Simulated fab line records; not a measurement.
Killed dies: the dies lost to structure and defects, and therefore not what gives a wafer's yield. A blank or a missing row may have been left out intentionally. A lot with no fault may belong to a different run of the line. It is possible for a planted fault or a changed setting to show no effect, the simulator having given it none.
Which of the tools did it? ; flow sky130 ; 12 lots, 36 wafers sampled, at 5 steps of a route of 708

## WHAT EACH GAUGE READ, for each wafer
SKY_FIELD_ISO_CD_MEAS_13: target cd 150 nm. Usual: cd-nm at 150.0 nm, with a standard deviation of 1.3.
lot;measured;on;cd-nm (nm);flag
L399;day 2 15:16;cd-sem-02;147.9 147.7 148.2;
L400;day 2 21:51;cd-sem-01;148.5 151.0 149.4;
L401;day 3 01:52;cd-sem-01;151.0 150.9 150.0;
L403;day 3 12:10;cd-sem-02;148.6 150.0 149.3;
L405;day 3 21:17;cd-sem-01;150.8 152.4 150.5;
L406;day 4 03:31;cd-sem-01;150.6 150.4 150.8;
L407;day 4 08:40;cd-sem-01;151.0 152.0 149.8;
L408;day 4 14:11;cd-sem-02;149.1 150.8 149.1;
L409;day 4 20:52;cd-sem-02;149.4 150.1 149.0;
L417;day 6 12:01;cd-sem-01;149.9 149.0 150.1;
L418;day 6 18:43;cd-sem-02;152.0 149.9 151.0;
L419;day 7 00:55;cd-sem-01;149.3 149.5 150.8;

SKY_GATE_OXIDE_THK_MEAS_02. Usual: GATE_OXIDE_OXIDATION_00_THK gives 10.39 nm (standard deviation 0.24).
lot;measured;on;GATE_OXIDE_OXIDATION_00_THK (nm);flag
L399;day 13 13:56;film-metro-01;10.32 10.39 10.17;
L400;day 13 17:52;film-metro-01;10.58 10.39 10.49;
L401;day 13 23:38;film-metro-01;10.67 10.67 10.84;
L403;day 14 23:28;film-metro-01;10.74 10.56 10.68;
L405;day 15 13:02;film-metro-04;10.57 10.62 10.60;
L406;day 15 20:41;film-metro-04;10.62 10.58 10.42;
L407;day 16 03:11;film-metro-01;8.88 9.06 8.91;OFF
L408;day 16 13:00;film-metro-01;10.48 10.38 10.44;
L409;day 16 23:39;film-metro-01;8.71 8.80 8.81;OFF
L417;day 19 21:20;film-metro-01;9.86 9.96 9.75;
L418;day 20 06:22;film-metro-01;10.39 10.60 10.53;
L419;day 20 15:14;film-metro-01;10.49 10.31 10.38;

SKY_LI_CONTACT_THK_MEAS_23: measures by xrf. Usual: LI_CONTACT_W_THK gives 409 nm (standard deviation 6.6).
lot;measured;on;LI_CONTACT_W_THK (nm);flag
L399;day 30 05:53;film-metro-03;405 415 404;
L400;day 30 09:43;film-metro-01;413 418 418;
L401;day 30 16:10;film-metro-03;404 412 408;
L403;day 31 21:46;film-metro-03;404 404 401;
L405;day 32 04:39;film-metro-02;411 406 404;
L406;day 32 10:59;film-metro-02;417 412 428;
L407;day 32 23:34;film-metro-01;415 402 418;
L408;day 33 06:24;film-metro-03;413 412 415;
L409;day 33 11:59;film-metro-01;410 408 412;
L417;day 36 00:53;film-metro-02;407 409 409;
L418;day 36 10:56;film-metro-03;400 402 401;
L419;day 36 18:50;film-metro-02;408 413 410;

## WHICH TOOL RAN EACH LOT (tool, then ch and the chambers of the sampled wafers, then the start)
lot;SKY_FIELD_ISO_ETCH_17;SKY_GATE_OXIDE_OXIDATION_01
L399;rie-si-01 ch 1,3, day 2 15:34;furnace-01 ch 0, day 13 12:31
L400;rie-si-01 ch 0,3, day 2 22:08;furnace-01 ch 0, day 13 16:26
L401;rie-si-02 ch 0,2,3, day 3 02:10;furnace-01 ch 0, day 13 22:13
L403;rie-si-02 ch 0,2,3, day 3 12:29;furnace-01 ch 0, day 14 22:02
L405;rie-si-02 ch 0,1,2, day 3 21:35;furnace-01 ch 0, day 15 11:37
L406;rie-si-02 ch 1,2, day 4 03:49;furnace-01 ch 0, day 15 19:16
L407;rie-si-02 ch 0,2,3, day 4 08:59;furnace-01 ch 0, day 16 01:46
L408;rie-si-02 ch 0,1,2, day 4 14:28;furnace-02 ch 0, day 16 11:34
L409;rie-si-01 ch 1,3, day 4 21:11;furnace-01 ch 0, day 16 22:14
L417;rie-si-02 ch 1,2,3, day 6 12:20;furnace-02 ch 0, day 19 19:55
L418;rie-si-02 ch 0,3, day 6 19:01;furnace-01 ch 0, day 20 04:58
L419;rie-si-01 ch 0,1,2, day 7 01:14;furnace-01 ch 0, day 20 13:50
- SKY_FIELD_ISO_ETCH_17: etches Si in HBr/Cl2/O2, target depth 342 nm, time 97.7 s.
- SKY_GATE_OXIDE_OXIDATION_01: stabilise 600 s, purge 300 s, target thk 10.268 nm.

## AS READ BY THE TOOLS THEMSELVES (means over the sampled wafers that have a number; for cases with no such wafer, the mark the record gives instead)
SKY_FIELD_ISO_ETCH_17. Usual: drypump-motor-current-A 5.81 A, standard deviation 0.26; oes-product-au 1.003 a.u., standard deviation 0.0088; throttle-valve-pct 25.655 %, standard deviation 0.011.
lot;tool;drypump-motor-current-A (A);oes-product-au (a.u.);throttle-valve-pct (%);flag
L399;rie-si-01;5.67;0.997;25.659;
L400;rie-si-01;5.54;0.994;25.659;
L401;rie-si-02;6.00;1.011;25.651;
L403;rie-si-02;6.00;1.002;25.657;
L405;rie-si-02;5.85;1.014;25.645;
L406;rie-si-02;5.65;1.015;25.642;
L407;rie-si-02;6.00;1.003;25.652;
L408;rie-si-02;5.85;1.004;25.657;
L409;rie-si-01;5.65;0.987;25.667;
L417;rie-si-02;5.84;1.005;25.662;
L418;rie-si-02;6.20;1.001;25.653;
L419;rie-si-01;5.69;1.003;25.655;

SKY_GATE_OXIDE_OXIDATION_01. Usual: spike-tc-bottom-C 918 C, standard deviation 4.4; spike-tc-centre-C 900.2 C, standard deviation 1.4; spike-tc-lower-C 900.9 C, standard deviation 1; spike-tc-top-C 913.4 C, standard deviation 1.2; spike-tc-upper-C 901.0 C, standard deviation 1.1; zone-power-bottom-pct 26.9 %, standard deviation 1.8.
lot;tool;spike-tc-bottom-C (C);spike-tc-centre-C (C);spike-tc-lower-C (C);spike-tc-top-C (C);spike-tc-upper-C (C);zone-power-bottom-pct (%);flag
L399;furnace-01;922;900.8;900.7;914.5;900.8;28.3;
L400;furnace-01;921;901.1;900.6;914.6;901.0;28.5;
L401;furnace-01;923;900.7;900.3;914.3;901.8;28.6;
L403;furnace-01;922;900.6;900.5;914.2;901.3;28.2;
L405;furnace-01;922;902.0;900.5;914.1;901.7;28.2;
L406;furnace-01;922;900.5;900.2;913.4;901.2;28.4;
L407;furnace-01;909;885.0;885.1;897.9;886.2;27.4;OFF
L408;furnace-02;914;898.8;902.0;913.2;899.9;25.0;
L409;furnace-01;908;885.8;885.9;897.8;885.1;27.3;OFF
L417;furnace-02;913;899.6;901.9;914.0;900.3;25.1;
L418;furnace-01;921;900.8;900.3;913.9;901.4;28.1;
L419;furnace-01;921;901.7;900.6;913.1;900.9;28.5;

## THE ANSWER, worked out from the rows above alone
Rule: take the mean of a lot's wafers that have a number; if it is more than 3 standard deviations from the usual mean, the lot is off. A lot without any number at a reading at which 4 lots or more have one is off too. Where the step has rows for the other lots, those lots are counted as sound. First the gauges in route order, then the tools' own readings, where a lot's mean is used as printed above. At the first step where some lot is off, the reading lying furthest off is the one used; lots without a number count as furthest.
Off: at SKY_GATE_OXIDE_THK_MEAS_02 (GATE_OXIDE_OXIDATION_00_THK), L407, L409.
A tool fits if, at a process step before that reading, it ran every lot that is off, and no sound lot after the first of them. The gauges at SKY_GATE_OXIDE_THK_MEAS_02 aren't tried: what is off there is off at SKY_GATE_OXIDE_OXIDATION_01 too, on other tools, and a gauge's error can't cause that. Of those tried, none fits.

## WHAT WAS PUT IN BY THE SIMULATOR
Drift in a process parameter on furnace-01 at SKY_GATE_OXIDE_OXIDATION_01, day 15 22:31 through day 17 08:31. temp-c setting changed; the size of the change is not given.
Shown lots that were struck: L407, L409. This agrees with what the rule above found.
